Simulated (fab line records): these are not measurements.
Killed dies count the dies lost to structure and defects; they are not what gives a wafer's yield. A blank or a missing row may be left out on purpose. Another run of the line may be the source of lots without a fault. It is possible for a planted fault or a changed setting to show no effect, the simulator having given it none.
fab line records    flow sky130
record lots=12  wafers=36  lastDay=50
route steps=708 shown FIELD_ISO@16 PWDE@55 CONTACT@422 VIA2@531 PAD_OPEN@708
lots that met no fault: from a run of the same line without faults
startH: start of the lot's first displayed wafer, in hours after the record's first day    waitH: how many hours have passed since the lot's step before this one    " identical to the entry in the row above    L1.1+2: a row that stands for several wafers    - no value, or no start given    * or withheld: withheld    < > ~ a bound
route shown NAME@n: a module of which the file shows steps, and the number in the route of the first    usual: average and standard deviation across the fault-free wafers    same: alike in all rows    chamber/n: place in a boat    sites: the reading at each site    _std_site: how widely they spread, as a standard deviation    _edge_site: inner sites' mean taken away from outer sites' mean    radiusMm: for every site, how far away it sits from the centre of the wafer    mask NAME#n: copy n    behind: the tool/chamber that last shaped the wafer    hold: why the lot went on hold/how many hours it stayed there/how the hold came to an end    device: which transistor (n, p or np) failed to switch    end of line: the same wafers' tests at the end of the route    a step without rows: its recipe alone    killed: dies that structure and defects cost at the first sort, which is not the same as the wafer's yield    map: per-die view of a wafer (x killed, . not killed, _ where there is no die)
set.NAME: the setting the step ran with; set.NAME@STEP: the setting that earlier step ran with    model.NAME: the simulator's own value behind a step, which no gauge read
the route's steps for a sample of lots (tables are steps, rows are wafers)
services: a tool's chamber out of use, with start hour (startH, from the record's first day; less than 0 if before it), hours out, and reason
## steps
# step SKY_FIELD_ISO_ETCH_15
# recipe chemistry=CHF3/O2  targetDepthNm=180  stopOn=Si  sourceW=600  biasW=200  pressureMtorr=40  chf3FlowSccm=50  O2_flow_sccm=5  timeS=72
# usual drypumpMotorCurrentA=5.59/0.28  oesProductAu=0.946/0.0063  runLengthS=100.1/0.39  throttleValvePct=8.845/0.01
lot.wafer  tool        chamber  startH  waitH  drypumpMotorCurrentA  oesProductAu  rfHoursCounterH  runLengthS  throttleValvePct
L339.1     rieDiel-02  3        34.30   0.0    5.48                  0.956         21               100.6       8.864
L339.4     "           1        "       "      5.05                  0.953         3                99.4        8.854
L339.5     "           1        "       "      5.05                  0.949         -                99.3        8.853
L341.2     rieDiel-02  3        45.65   0.0    5.45                  0.945         22               100.9       8.863
L341.3     "           1        "       "      5.09                  0.945         3                99.2        8.851
L341.5     "           1        "       "      5.08                  0.943         -                99.5        8.860
L344.1     rieDiel-02  1        58.97   0.0    5.06                  0.960         3                99.5        8.839
L344.2     "           3        "       "      5.45                  0.948         22               100.4       8.841
L344.4     "           2        "       "      6.04                  0.940         95               100.1       8.860
L345.2     rieDiel-03  3        64.87   0.0    5.57                  0.951         5                99.5        8.848
L345.3     "           2        "       "      5.51                  0.953         104              99.9        8.836
L345.4     "           2        "       "      5.51                  0.940         -                99.8        8.838
L346.2     rieDiel-01  1        71.90   0.0    5.72                  0.952         11               100.2       8.845
L346.3     "           0        "       "      5.96                  0.937         16               100.1       8.859
L346.6     "           1        "       "      5.74                  0.937         -                100.1       8.834
L348.1     rieDiel-03  0        81.24   0.0    5.73                  0.939         130              100.7       8.861
L348.2     "           2        "       "      5.52                  0.935         104              99.9        8.837
L348.5     "           0        "       "      5.74                  0.940         -                100.4       8.818
L349.1     rieDiel-02  0        88.05   0.0    5.22                  0.950         44               100.7       8.835
L349.5     "           3        "       "      5.46                  0.942         -                100.5       8.848
L349.6     "           2        "       "      6.00                  0.940         -                100.4       8.850
L350.3     rieDiel-02  1        95.15   0.0    5.06                  0.952         4                99.4        8.842
L350.4     "           3        "       "      5.48                  0.952         23               100.3       8.846
L350.6     "           2        "       "      6.00                  0.949         -                100.2       8.847
L351.2     rieDiel-03  0        97.95   0.0    5.75                  0.954         130              100.7       8.839
L351.4     "           2        "       "      5.52                  0.951         -                100.1       8.839
L351.6     "           3        "       "      5.56                  0.947         -                99.7        8.839
L352.1     rieDiel-02  0        102.10  0.0    5.22                  0.950         44               100.4       8.864
L352.2     "           3        "       "      5.47                  0.947         23               100.3       8.838
L352.6     "           3        "       "      5.47                  0.954         -                100.5       8.850
L354.1     rieDiel-01  1        110.44  0.0    5.75                  0.956         12               100.3       8.837
L354.2     "           3        "       "      5.46                  0.958         67               99.5        8.857
L354.5     "           1        "       "      5.74                  0.959         -                100.1       8.878
L358.1     rieDiel-02  2        138.54  0.0    6.00                  0.946         97               100.6       8.829
L358.2     "           0        "       "      5.23                  0.947         45               100.3       8.842
L358.5     "           3        "       "      5.46                  0.946         -                100.2       8.827
# step SKY_PWDE_TW_MEAS_10
# usual PWDE_TW=372.0/2.3
lot.wafer  tool          chamber  startH  waitH  PWDE_TW
L339.1     filmMetro-02  -        74.42   0.1    372.1
L339.4     "             -        "       "      372.8
L339.5     "             -        "       "      374.5
L341.2     filmMetro-04  -        86.95   0.1    370.6
L341.3     "             -        "       "      372.3
L341.5     "             -        "       "      371.5
L344.1     filmMetro-04  -        100.32  0.1    369.5
L344.2     "             -        "       "      372.5
L344.4     "             -        "       "      370.9
L345.2     filmMetro-02  -        106.05  0.1    371.8
L345.3     "             -        "       "      372.5
L345.4     "             -        "       "      371.5
L346.2     filmMetro-02  -        112.60  0.1    372.3
L346.3     "             -        "       "      371.8
L346.6     "             -        "       "      371.6
L348.1     filmMetro-04  -        123.39  0.1    373.9
L348.2     "             -        "       "      373.6
L348.5     "             -        "       "      374.5
L349.1     filmMetro-01  -        128.21  0.1    368.9
L349.5     "             -        "       "      369.6
L349.6     "             -        "       "      369.1
L350.3     filmMetro-01  -        137.58  0.1    370.0
L350.4     "             -        "       "      369.9
L350.6     "             -        "       "      368.4
L351.2     filmMetro-04  -        144.75  0.1    372.1
L351.4     "             -        "       "      372.1
L351.6     "             -        "       "      373.9
L352.1     filmMetro-02  -        160.99  0.1    376.3
L352.2     "             -        "       "      375.3
L352.6     "             -        "       "      376.1
L354.1     filmMetro-02  -        161.41  0.1    376.3
L354.2     "             -        "       "      374.2
L354.5     "             -        "       "      375.1
L358.1     filmMetro-01  -        187.04  0.1    368.8
L358.2     "             -        "       "      367.6
L358.5     "             -        "       "      370.6
# step SKY_CONTACT_ETCH_16
# recipe chemistry=N2/H2  target=BARC  ionEnergyEv=200  sourceW=500  biasW=100  pressureMtorr=30  n2FlowSccm=100  h2FlowSccm=200  stopOn=SiO2  timeS=45.9  targetDepthA=600
# usual drypumpMotorCurrentA=5.6/0.31  h2FlowSccm=199.9/0.56  oesProductAu=0.854/0.0046  runLengthS=74.0/0.43  throttleValvePct=13.224/0.0091
lot.wafer  tool        chamber  startH  waitH  drypumpMotorCurrentA  h2FlowSccm  oesProductAu  rfHoursCounterH  runLengthS  throttleValvePct
L339.1     rieDiel-02  3        740.53  0.0    5.5                   199.8       0.856         37               74.8        13.216
L339.4     "           2        "       "      6.0                   199.0       0.851         6                74.8        13.220
L339.5     "           1        "       "      5.1                   200.5       0.858         -                73.4        13.218
L341.2     rieDiel-03  1        755.73  0.0    5.4                   200.2       0.856         13               74.2        13.215
L341.3     "           2        "       "      5.5                   199.8       0.860         8                74.1        13.228
L341.5     "           0        "       "      5.7                   199.7       0.861         -                74.3        13.234
L344.1     rieDiel-03  0        778.61  0.0    5.7                   199.5       0.849         10               74.1        13.245
L344.2     "           2        "       "      5.5                   199.5       0.864         9                74.0        13.222
L344.4     "           3        "       "      5.6                   200.2       0.849         21               73.5        13.223
L345.2     rieDiel-04  2        788.16  0.0    5.1                   199.0       0.858         10               73.2        13.234
L345.3     "           3        "       "      5.3                   199.6       0.855         33               73.6        13.230
L345.4     "           0        "       "      5.9                   199.8       0.859         6                74.6        13.237
L346.2     rieDiel-03  3        800.83  0.0    5.6                   200.7       0.853         21               73.6        13.221
L346.3     "           0        "       "      5.8                   199.1       0.843         11               74.1        13.225
L346.6     "           3        "       "      5.6                   200.1       0.854         -                73.5        13.226
L348.1     rieDiel-03  2        812.43  0.0    5.5                   200.4       0.854         9                73.8        13.216
L348.2     "           3        "       "      5.6                   200.3       0.851         22               73.4        13.243
L348.5     "           1        "       "      5.4                   199.1       0.853         -                73.9        13.213
L349.1     rieDiel-03  0        822.58  0.0    5.8                   199.8       0.856         12               74.2        13.208
L349.5     "           2        "       "      5.5                   199.0       0.853         -                73.9        13.223
L349.6     "           3        "       "      5.5                   200.9       0.854         -                73.4        13.235
L350.3     rieDiel-04  2        831.44  0.0    5.1                   199.9       0.860         11               73.7        13.218
L350.4     "           1        "       "      6.2                   199.4       0.857         11               74.4        13.217
L350.6     "           2        "       "      5.1                   200.2       0.852         -                73.3        13.234
L351.2     rieDiel-03  2        841.94  0.0    5.6                   200.7       0.856         10               74.1        13.228
L351.4     "           0        "       "      5.7                   200.2       0.845         13               74.7        13.231
L351.6     "           1        "       "      5.4                   200.0       0.932         -                69.7        13.241
L352.1     rieDiel-03  1        857.69  0.0    5.4                   199.4       0.938         16               69.8        13.230
L352.2     "           0        "       "      5.8                   199.8       0.850         13               74.2        13.223
L352.6     "           2        "       "      5.5                   200.0       0.850         -                74.1        13.214
L354.1     rieDiel-02  2        863.49  0.0    6.0                   199.7       0.855         9                74.4        13.230
L354.2     "           0        "       "      5.2                   199.2       0.851         5                74.0        13.218
L354.5     "           1        "       "      5.1                   200.4       0.860         -                73.2        13.233
L358.1     rieDiel-04  3        893.11  0.0    5.3                   200.0       0.853         2                73.6        13.239
L358.2     "           2        "       "      5.1                   198.9       0.851         13               73.6        13.230
L358.5     "           1        "       "      6.2                   200.2       0.856         -                74.5        13.213
# step SKY_VIA2_CMP_24
# recipe stopOn=SiO2  tOverpolishS=20  downForcePsi=3.5  platenRpm=60  targetThkNm=0  padVelocityMS=0.94248
# usual motorCurrentA=10.7/0.67  overpolishRunS=20.000/0.0086  slurryFilterDpKPa=13.47/0.14  timeToEndpointS=101/3.6
lot.wafer  tool    chamber  startH  waitH  motorCurrentA  overpolishRunS  slurryFilterDpKPa  timeToEndpointS
L339.1     cmp-01  3        854.22  0.1    11.1           20.006          13.42              101
L339.4     "       0        "       "      11.6           20.010          13.48              99
L339.5     "       1        "       "      10.1           20.007          13.41              96
L341.2     cmp-02  0        868.29  0.1    11.5           20.008          13.67              110
L341.3     "       2        "       "      11.3           20.022          13.49              106
L341.5     "       0        "       "      11.3           19.997          13.20              108
L344.4     cmp-01  0        890.30  0.1    11.6           19.998          13.60              105
L344.1     "       1        "       "      10.4           19.991          13.36              107
L344.2     "       2        "       "      10.5           20.006          13.47              109
L345.4     cmp-01  1        901.25  0.0    10.3           20.008          13.57              98
L345.3     "       2        "       "      10.0           20.003          13.19              105
L345.2     "       0        "       "      12.0           19.994          13.71              103
L346.3     cmp-02  0        911.85  0.1    10.7           20.000          13.43              107
L346.2     "       2        "       "      10.9           19.985          13.41              102
L346.6     "       0        "       "      10.8           19.992          13.53              107
L348.2     cmp-01  1        923.81  0.0    10.8           20.000          13.09              99
L348.1     "       0        "       "      11.9           19.986          13.41              98
L348.5     "       1        "       "      10.2           19.999          13.51              98
L349.1     cmp-02  2        934.10  0.1    10.0           19.994          13.43              95
L349.5     "       1        "       "      9.7            20.002          13.58              97
L349.6     "       2        "       "      11.0           19.988          13.23              99
L350.3     cmp-01  3        940.34  0.1    11.2           19.999          13.37              95
L350.4     "       0        "       "      11.5           20.005          13.57              96
L350.6     "       2        "       "      9.8            20.001          13.28              101
L351.2     cmp-02  0        950.30  0.1    10.6           20.009          13.36              102
L351.4     "       1        "       "      9.9            19.991          13.27              107
L351.6     "       3        "       "      10.7           20.025          13.46              103
L352.2     cmp-01  2        965.29  0.0    9.4            20.005          13.45              101
L352.1     "       1        "       "      10.6           20.001          13.80              102
L352.6     "       2        "       "      10.0           19.998          13.56              99
L354.2     cmp-02  2        971.23  0.0    10.7           19.992          13.69              99
L354.1     "       3        "       "      11.0           20.011          13.65              95
L354.5     "       2        "       "      11.4           20.007          13.76              97
L358.2     cmp-02  0        999.21  0.0    11.2           19.994          13.35              97
L358.1     "       3        "       "      11.0           19.995          13.49              98
L358.5     "       0        "       "      10.0           20.009          13.19              99
# step SKY_PAD_OPEN_PROBE_99
# usual killed_at_M0_to_M3=42/6.4  killed_at_M4_up=3.0/2  killedAtContacts=24/5.2  killedAtFrontEnd=14/4.2  killedAtOther=0.4/0.72  killedDies=84/9  killedOpen=46/6.6  killedShort=38/6
# same grossDies=492  killedAtBackSide=0
lot.wafer  tool       chamber  startH   waitH  killed_at_M0_to_M3  killed_at_M4_up  killedAtContacts  killedAtFrontEnd  killedAtOther  killedDies  killedOpen  killedShort
L339.1     prober-02  -        1081.15  0.1    34                  2                28                15                1              80          47          32
L339.4     prober-02  -        1081.30  0.2    36                  2                17                7                 0              62          37          25
L339.5     prober-02  -        1081.35  0.2    44                  1                26                21                0              92          54          37
L341.2     prober-02  -        1092.30  0.1    51                  3                24                14                0              92          41          51
L341.3     prober-02  -        1092.35  0.2    41                  0                27                24                0              92          60          32
L341.5     prober-02  -        1092.45  0.2    46                  6                22                6                 0              80          38          42
L344.1     prober-01  -        1109.22  0.1    40                  6                24                12                1              83          51          32
L344.2     prober-01  -        1109.27  0.1    50                  4                27                6                 0              87          56          31
L344.4     prober-01  -        1109.37  0.2    40                  2                30                5                 0              77          41          36
L345.2     prober-02  -        1118.31  0.1    39                  2                29                16                0              86          45          40
L345.3     prober-02  -        1118.36  0.2    39                  1                17                13                0              70          43          27
L345.4     prober-02  -        1118.41  0.2    41                  3                20                16                0              80          35          45
L346.2     prober-01  -        1125.43  0.1    44                  8                24                16                0              92          46          43
L346.3     prober-01  -        1125.48  0.2    44                  3                25                10                1              83          36          45
L346.6     prober-01  -        1125.63  0.2    47                  3                36                10                0              96          47          49
L348.1     prober-01  -        1133.52  0.1    45                  3                23                8                 0              79          43          36
L348.2     prober-01  -        1133.57  0.1    48                  3                22                12                0              85          46          39
L348.5     prober-01  -        1133.72  0.2    33                  3                26                12                0              74          31          42
L349.1     prober-02  -        1143.25  0.1    39                  9                31                13                0              92          50          42
L349.5     prober-02  -        1143.45  0.2    44                  4                27                15                0              90          49          41
L349.6     prober-02  -        1143.50  0.2    57                  3                30                13                0              103         53          50
L350.3     prober-01  -        1145.90  0.2    43                  3                28                5                 0              79          38          40
L350.4     prober-01  -        1145.95  0.2    43                  2                21                12                0              78          47          30
L350.6     prober-01  -        1146.05  0.2    36                  2                32                11                3              84          48          33
L351.2     prober-02  -        1154.94  0.1    31                  3                34                10                0              78          47          31
L351.4     prober-02  -        1155.04  0.2    39                  2                21                14                1              77          41          36
L351.6     prober-02  -        1155.14  0.2    39                  1                29                14                0              83          45          38
L352.1     prober-02  -        1164.84  0.1    53                  2                20                11                0              86          49          37
L352.2     prober-02  -        1164.89  0.1    44                  4                27                16                0              91          59          32
L352.6     prober-02  -        1165.09  0.2    52                  1                32                12                1              98          59          39
L354.1     prober-01  -        1169.71  0.1    48                  5                16                6                 0              75          41          34
L354.2     prober-01  -        1169.76  0.1    42                  2                20                11                0              75          41          34
L354.5     prober-01  -        1169.91  0.2    38                  4                30                10                0              82          49          33
L358.1     prober-02  -        1191.62  0.1    58                  2                16                13                0              89          48          41
L358.2     prober-02  -        1191.67  0.1    40                  4                19                23                0              86          49          36
L358.5     prober-02  -        1191.82  0.2    39                  5                12                20                1              77          37          40
# killed by level:class
L339.1 CONTACT:geometricParticle:open=11 LI_CONTACT:geometricParticle:open=8 VIA1:geometricParticle:open=8 METAL2:geometricParticle:short=6 VIA3:geometricParticle:open=6 LI_CONTACT:geometricParticle:short=5 POLY_GATE:geometricParticle:short=4 VIA3:geometricParticle:short=4
L339.4 VIA1:geometricParticle:open=11 CONTACT:geometricParticle:open=8 VIA3:geometricParticle:open=8 VIA1:geometricParticle:short=5 POLY_GATE:geometricParticle:open=3 LI_CONTACT:geometricParticle:short=3 CONTACT:geometricParticle:short=3 VIA3:geometricParticle:short=3
L339.5 VIA1:geometricParticle:open=17 LI_CONTACT:geometricParticle:open=10 CONTACT:geometricParticle:open=8 VIA1:geometricParticle:short=7 FIELD_ISO:geometricParticle:short=6 VIA3:geometricParticle:open=6 METAL2:geometricParticle:short=5 FIELD_ISO:geometricParticle:open=4
L341.2 VIA1:geometricParticle:open=8 LI_CONTACT:geometricParticle:open=7 CONTACT:geometricParticle:open=7 VIA1:geometricParticle:short=7 VIA3:geometricParticle:open=7 METAL2:geometricParticle:short=6 LOCAL_INTERCONNECT:geometricParticle:short=5 METAL1:geometricParticle:short=5
L341.3 POLY_GATE:geometricParticle:open=11 VIA1:geometricParticle:open=11 LI_CONTACT:geometricParticle:open=8 CONTACT:geometricParticle:open=8 METAL2:geometricParticle:short=7 FIELD_ISO:geometricParticle:short=6 METAL2:geometricParticle:open=6 VIA2:geometricParticle:open=6
L341.5 CONTACT:geometricParticle:open=10 METAL1:geometricParticle:short=8 VIA3:geometricParticle:open=8 VIA1:geometricParticle:open=6 METAL2:geometricParticle:short=6 LOCAL_INTERCONNECT:geometricParticle:short=5 VIA2:geometricParticle:short=5 VIA2:geometricParticle:open=5
L344.1 VIA3:geometricParticle:open=11 VIA1:geometricParticle:open=8 LOCAL_INTERCONNECT:geometricParticle:short=7 VIA2:geometricParticle:open=7 FIELD_ISO:geometricParticle:open=6 CONTACT:geometricParticle:open=6 LI_CONTACT:geometricParticle:open=6 METAL1:geometricParticle:short=5
L344.2 VIA1:geometricParticle:open=15 CONTACT:geometricParticle:open=13 METAL1:geometricParticle:short=6 LI_CONTACT:geometricParticle:open=6 VIA1:geometricParticle:short=6 VIA2:geometricParticle:open=5 METAL2:geometricParticle:open=4 LOCAL_INTERCONNECT:geometricParticle:short=4
L344.4 CONTACT:geometricParticle:open=10 VIA2:geometricParticle:open=7 LI_CONTACT:geometricParticle:open=7 METAL1:geometricParticle:short=6 CONTACT:geometricParticle:short=5 VIA1:geometricParticle:short=5 VIA3:geometricParticle:open=5 LOCAL_INTERCONNECT:geometricParticle:short=4
L345.2 CONTACT:geometricParticle:open=11 VIA1:geometricParticle:open=7 LI_CONTACT:geometricParticle:open=7 CONTACT:geometricParticle:short=7 METAL1:geometricParticle:short=6 FIELD_ISO:geometricParticle:open=4 METAL2:geometricParticle:short=4 VIA1:geometricParticle:short=4
L345.3 CONTACT:geometricParticle:open=11 VIA1:geometricParticle:open=11 METAL2:geometricParticle:short=8 FIELD_ISO:geometricParticle:open=4 METAL1:geometricParticle:short=4 VIA1:geometricParticle:short=4 VIA3:geometricParticle:open=4 POLY_GATE:geometricParticle:open=3
L345.4 VIA1:geometricParticle:open=10 METAL2:geometricParticle:short=8 FIELD_ISO:geometricParticle:short=6 CONTACT:geometricParticle:open=6 VIA2:geometricParticle:open=6 POLY_GATE:geometricParticle:short=5 VIA3:geometricParticle:short=5 LI_CONTACT:geometricParticle:open=4
L346.2 VIA1:geometricParticle:open=10 METAL2:geometricParticle:short=9 CONTACT:geometricParticle:open=8 LI_CONTACT:geometricParticle:open=7 METAL1:geometricParticle:short=6 VIA3:geometricParticle:open=6 FIELD_ISO:geometricParticle:short=5 POLY_GATE:geometricParticle:short=5
L346.3 VIA1:geometricParticle:open=13 METAL2:geometricParticle:short=10 LI_CONTACT:geometricParticle:open=6 CONTACT:geometricParticle:short=6 FIELD_ISO:geometricParticle:short=5 LI_CONTACT:geometricParticle:short=5 CONTACT:geometricParticle:open=5 VIA2:geometricParticle:open=5
L346.6 LI_CONTACT:geometricParticle:open=15 METAL1:geometricParticle:short=9 CONTACT:geometricParticle:short=8 VIA1:geometricParticle:open=8 CONTACT:geometricParticle:open=6 VIA3:geometricParticle:open=6 VIA1:geometricParticle:short=6 METAL2:geometricParticle:short=5
L348.1 METAL2:geometricParticle:short=10 VIA2:geometricParticle:open=9 VIA3:geometricParticle:open=8 CONTACT:geometricParticle:open=7 LI_CONTACT:geometricParticle:short=6 LI_CONTACT:geometricParticle:open=5 VIA1:geometricParticle:open=5 VIA2:geometricParticle:short=4
L348.2 VIA1:geometricParticle:open=13 CONTACT:geometricParticle:open=8 LI_CONTACT:geometricParticle:open=7 METAL1:geometricParticle:short=7 VIA3:geometricParticle:open=6 VIA2:geometricParticle:open=5 LOCAL_INTERCONNECT:geometricParticle:short=4 VIA1:geometricParticle:short=4
L348.5 CONTACT:geometricParticle:open=7 LOCAL_INTERCONNECT:geometricParticle:short=6 METAL1:geometricParticle:short=6 LI_CONTACT:geometricParticle:open=5 VIA1:geometricParticle:open=5 METAL2:geometricParticle:short=5 VIA2:geometricParticle:open=4 METAL3:geometricParticle:short=4
L349.1 CONTACT:geometricParticle:open=15 METAL2:geometricParticle:short=10 CONTACT:geometricParticle:short=8 VIA1:geometricParticle:open=8 METAL4:geometricParticle:short=8 VIA3:geometricParticle:open=7 FIELD_ISO:geometricParticle:open=5 VIA2:geometricParticle:open=5
L349.5 CONTACT:geometricParticle:open=14 METAL2:geometricParticle:short=9 VIA1:geometricParticle:open=9 LI_CONTACT:geometricParticle:open=6 VIA3:geometricParticle:open=6 FIELD_ISO:geometricParticle:short=5 LOCAL_INTERCONNECT:geometricParticle:short=4 VIA2:geometricParticle:short=4
L349.6 VIA1:geometricParticle:open=18 CONTACT:geometricParticle:open=10 VIA1:geometricParticle:short=9 LOCAL_INTERCONNECT:geometricParticle:short=7 VIA2:geometricParticle:open=7 METAL2:geometricParticle:short=6 VIA3:geometricParticle:open=5 CONTACT:geometricParticle:short=5
L350.3 VIA1:geometricParticle:open=9 LI_CONTACT:geometricParticle:open=8 METAL2:geometricParticle:short=7 LI_CONTACT:geometricParticle:short=6 CONTACT:geometricParticle:open=6 VIA1:geometricParticle:short=5 VIA2:geometricParticle:open=5 VIA3:geometricParticle:open=5
L350.4 VIA2:geometricParticle:open=11 CONTACT:geometricParticle:open=8 METAL2:geometricParticle:short=7 VIA1:geometricParticle:open=6 VIA3:geometricParticle:open=6 LI_CONTACT:geometricParticle:open=5 METAL1:geometricParticle:short=5 FIELD_ISO:geometricParticle:open=3
L350.6 CONTACT:geometricParticle:open=17 VIA1:geometricParticle:open=10 LI_CONTACT:geometricParticle:open=6 METAL1:geometricParticle:short=5 METAL2:geometricParticle:short=5 LI_CONTACT:geometricParticle:short=4 VIA1:geometricParticle:short=4 FIELD_ISO:geometricParticle:short=3
L351.2 CONTACT:geometricParticle:open=14 VIA1:geometricParticle:open=10 CONTACT:geometricParticle:short=6 VIA3:geometricParticle:open=6 LI_CONTACT:geometricParticle:open=5 LI_CONTACT:geometricParticle:short=4 LOCAL_INTERCONNECT:geometricParticle:short=4 METAL1:geometricParticle:short=4
L351.4 VIA2:geometricParticle:open=9 VIA1:geometricParticle:open=8 CONTACT:geometricParticle:open=7 VIA3:geometricParticle:open=6 FIELD_ISO:geometricParticle:short=5 POLY_GATE:geometricParticle:open=5 VIA3:geometricParticle:short=5 LI_CONTACT:geometricParticle:open=4
L351.6 VIA1:geometricParticle:open=15 CONTACT:geometricParticle:open=12 VIA3:geometricParticle:open=8 FIELD_ISO:geometricParticle:short=6 LOCAL_INTERCONNECT:geometricParticle:short=6 VIA1:geometricParticle:short=6 CONTACT:geometricParticle:short=5 POLY_GATE:geometricParticle:short=4
L352.1 CONTACT:geometricParticle:open=9 VIA3:geometricParticle:open=8 VIA2:geometricParticle:open=8 VIA1:geometricParticle:open=7 LI_CONTACT:geometricParticle:open=6 VIA1:geometricParticle:short=6 METAL1:geometricParticle:short=6 METAL2:geometricParticle:short=6
L352.2 LI_CONTACT:geometricParticle:open=13 VIA1:geometricParticle:open=12 CONTACT:geometricParticle:open=9 VIA3:geometricParticle:open=6 VIA2:geometricParticle:open=6 POLY_GATE:geometricParticle:short=5 POLY_GATE:geometricParticle:open=4 VIA1:geometricParticle:short=4
L352.6 VIA2:geometricParticle:open=16 CONTACT:geometricParticle:open=9 LOCAL_INTERCONNECT:geometricParticle:short=7 LI_CONTACT:geometricParticle:open=7 VIA1:geometricParticle:short=7 VIA1:geometricParticle:open=7 VIA3:geometricParticle:open=6 CONTACT:geometricParticle:short=5
L354.1 VIA1:geometricParticle:open=8 VIA2:geometricParticle:open=8 VIA3:geometricParticle:open=8 METAL1:geometricParticle:short=6 METAL2:geometricParticle:short=6 CONTACT:geometricParticle:open=5 METAL4:geometricParticle:short=4 LI_CONTACT:geometricParticle:open=4
L354.2 VIA1:geometricParticle:open=10 METAL2:geometricParticle:short=8 VIA3:geometricParticle:open=7 CONTACT:geometricParticle:open=6 LI_CONTACT:geometricParticle:open=5 LOCAL_INTERCONNECT:geometricParticle:short=5 VIA2:geometricParticle:open=4 FIELD_ISO:geometricParticle:open=3
L354.5 CONTACT:geometricParticle:open=12 LI_CONTACT:geometricParticle:open=7 VIA1:geometricParticle:open=7 CONTACT:geometricParticle:short=6 VIA3:geometricParticle:open=6 METAL2:geometricParticle:short=5 VIA2:geometricParticle:open=5 METAL4:geometricParticle:short=4
L358.1 VIA1:geometricParticle:open=16 METAL2:geometricParticle:short=12 VIA3:geometricParticle:open=7 CONTACT:geometricParticle:open=5 VIA1:geometricParticle:short=5 FIELD_ISO:geometricParticle:short=4 FIELD_ISO:geometricParticle:open=4 LI_CONTACT:geometricParticle:open=4
L358.2 FIELD_ISO:geometricParticle:open=8 VIA1:geometricParticle:open=8 LI_CONTACT:geometricParticle:open=7 VIA1:geometricParticle:short=6 CONTACT:geometricParticle:open=5 METAL2:geometricParticle:short=5 FIELD_ISO:geometricParticle:short=4 VIA2:geometricParticle:open=4
L358.5 METAL2:geometricParticle:short=9 VIA1:geometricParticle:open=8 FIELD_ISO:geometricParticle:short=7 POLY_GATE:geometricParticle:open=5 FIELD_ISO:geometricParticle:open=4 POLY_GATE:geometricParticle:short=4 CONTACT:geometricParticle:open=4 VIA1:geometricParticle:short=4
## services
tool        chamber  startH  hours  kind
rieDiel-03  0        13.13   6.9    repair
rieDiel-02  -        49.05   0.5    repair
rieDiel-03  1        64.13   35.5   repair
rieDiel-03  -        96.04   0.3    repair
rieDiel-03  -        118.07  2.4    repair
rieDiel-02  0        140.64  3.2    repair
rieDiel-03  2        157.64  8.2    repair
rieDiel-03  0        182.69  1.3    repair
rieDiel-02  -        185.05  0.8    repair
rieDiel-03  0        204.35  5.9    repair
rieDiel-02  3        231.31  4.0    repair
rieDiel-03  2        256.00  3.8    repair
rieDiel-02  3        258.09  3.3    repair
rieDiel-02  -        386.98  0.6    repair
rieDiel-02  1        407.03  5.7    repair
rieDiel-03  1        468.39  11.6   repair
rieDiel-03  2        469.09  2.1    repair
rieDiel-03  3        497.83  31.4   repair
rieDiel-03  3        555.44  7.3    repair
rieDiel-03  3        619.45  1.2    repair
rieDiel-03  -        658.77  2.8    pm
rieDiel-03  3        753.62  11.4   repair
rieDiel-03  2        780.34  10.8   repair
rieDiel-03  2        982.33  4.8    repair
## key
firstSign step=SKY_CONTACT_ETCH_16  reading=oesProductAu  direction=up  sigmas=18  usual=0.854  struck=0.935
effect step=SKY_CONTACT_ETCH_16  reading=runLengthS  direction=down  sigmas=9.9  usual=*  struck=*
metAt SKY_CONTACT_ETCH_16
struckLots L351,L352
struckWafers L351.6,L352.1
testerLeftOut L351,L352
notActingAt SKY_FIELD_ISO_ETCH_15,SKY_PWDE_TW_MEAS_10,SKY_VIA2_CMP_24
onsetBetween 812.43 841.94
fault kind=processParameterDrift  tool=rieDiel-03  chamber=1  onsetH=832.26  steps=SKY_CONTACT_ETCH_16  channel=timeS  offset=*  shape=step  endH=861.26  actsIn=*  stated=*
# testerLeftOut: of these lots the tester's yield and bins aren't shown, on N5 and GAA mostly nor the transistor test; their killed dies are dies lost to structure and defects alone, not to doping, threshold or leakage, so they don't give the yield
